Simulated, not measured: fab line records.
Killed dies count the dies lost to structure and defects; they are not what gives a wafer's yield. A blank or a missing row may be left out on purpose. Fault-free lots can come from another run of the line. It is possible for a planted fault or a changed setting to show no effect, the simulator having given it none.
One fault through the eyes of 2 desks -- flow sky130 -- each desk holds nothing but its own numbers, with what lay behind them at the end

TOOL OWNER'S DESK, pvd-sputter-02
The tool's own readings at SKY_METAL3_SPUTTER_03 (material Ti, target thk 5 nm, time 3.3 s): means of the sampled wafers that have a number, for each lot that ran on this tool. Marked OUT: a lot whose mean sits more than 4 standard deviations from the usual mean, which makes it out of limits; the brackets give that distance.
Columns: A = throttle-valve-pct at SKY_METAL3_SPUTTER_03, usual 30.2 %
lot,first seen here,A
L558,day 40 15:41,30.6
L559,day 41 00:20,30.7
L562,day 41 21:02,30.4
This desk's finding: nothing out of limits on any of the 3 lots.

AT THE METROLOGY DESK
Means of the sampled wafers that have a number, per lot and without regard to the tool the lot ran on: this is what the gauges read. Marked OUT: a lot whose mean sits more than 4 standard deviations from the usual mean, which makes it out of limits; the brackets give that distance.
Columns: A = VIA2_W_RS at SKY_VIA2_RS_MEAS_22, usual 0.2719 ohm/sq; B = VIA2_W_THK at SKY_VIA2_THK_MEAS_23, usual 403 nm
lot,first seen here,A,B
L546,day 37 02:30,0.2722,405
L558,day 40 15:07,0.2689,409
L559,day 40 23:46,0.2694,399
L560,day 41 09:38,0.2691,406
L562,day 41 19:53,0.2716,402
L563,day 42 03:38,0.2723,399
This desk's finding: nothing out of limits on any of the 6 lots.

ALL TOGETHER
Nothing out of limits was seen by the tool owner's desk.
The metrology desk saw nothing out of limits.

WHAT THE SIMULATOR HAD INSERTED
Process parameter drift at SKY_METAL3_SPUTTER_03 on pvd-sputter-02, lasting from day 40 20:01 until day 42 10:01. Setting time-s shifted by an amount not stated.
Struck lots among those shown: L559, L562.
